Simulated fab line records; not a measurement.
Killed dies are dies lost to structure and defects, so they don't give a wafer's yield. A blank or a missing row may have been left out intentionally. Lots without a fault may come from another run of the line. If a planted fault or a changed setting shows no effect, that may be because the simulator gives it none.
One fault seen from 2 desks / flow sky130 / each desk holds nothing but its own numbers, with what lay behind them at the end

== METROLOGY DESK ==
Lot by lot, what the gauges showed, no matter which tool ran the lot: averages of those sampled wafers that carry a number. Marked OUT: a lot whose mean sits more than 4 standard deviations from the usual mean, which makes it out of limits; the brackets give that distance.
Columns: A = SONOS_ONO_CVD_02_THK at SKY_SONOS_ONO_THK_MEAS_03, usual 10.51 nm; B = SONOS_ONO_CVD_04_THK at SKY_SONOS_ONO_THK_MEAS_05, usual 5.72 nm; C = cdNm at SKY_SONOS_ONO_CD_MEAS_13, usual 409.5 nm; D = SONOS_ONO_OVL at SKY_SONOS_ONO_OVL_MEAS_14, usual 0.4 nm
lot=L622; first seen here=day 12 16:11; A=10.36; B=5.77; C=409.5; D=-1.2
lot=L623; first seen here=day 13 01:14; A=10.63; B=5.71; C=409.2; D=-1.3
lot=L631; first seen here=day 15 15:46; A=10.50; B=5.92; C=407.8; D=2.3
lot=L638; first seen here=day 17 10:32; A=10.36; B=5.83; C=406.4; D=1.9
lot=L641; first seen here=day 18 16:42; A=10.43; B=5.62; C=406.8; D=-0.9
This desk's verdict: no lot among the 5 shows anything out of limits.

== TOOL OWNER'S DESK, rieDiel-04 ==
The tool's own readings at SKY_SONOS_ONO_ETCH_15 (etches the open film in CHF3/O2, target depth 19.52 nm, time 7.8 s): means of the sampled wafers that have a number, for each lot that ran on this tool. Marked OUT: a lot whose mean sits more than 4 standard deviations from the usual mean, which makes it out of limits; the brackets give that distance.
Columns: A = chamberPressureMTorr at SKY_SONOS_ONO_ETCH_15, usual 40.00 mTorr; B = drypumpMotorCurrentA at SKY_SONOS_ONO_ETCH_15, usual 5.9 A; C = oesProductAu at SKY_SONOS_ONO_ETCH_15, usual 0.998 a.u.; D = throttleValvePct at SKY_SONOS_ONO_ETCH_15, usual 8.824 %
lot=L622; first seen here=day 13 19:12; A=40.01; B=6.1; C=1.005; D=8.824
lot=L623; first seen here=day 14 03:48; A=39.98; B=6.2; C=1.012; D=8.824
lot=L631; first seen here=day 16 21:57; A=40.00; B=6.3; C=1.002; D=8.829
This desk's verdict: no lot among the 3 shows anything out of limits.

== ALL TOGETHER ==
From the metrology desk's view, nothing was out of limits.
Nothing out of limits was seen by the tool owner's desk.

== WHAT THE SIMULATOR HAD INSERTED ==
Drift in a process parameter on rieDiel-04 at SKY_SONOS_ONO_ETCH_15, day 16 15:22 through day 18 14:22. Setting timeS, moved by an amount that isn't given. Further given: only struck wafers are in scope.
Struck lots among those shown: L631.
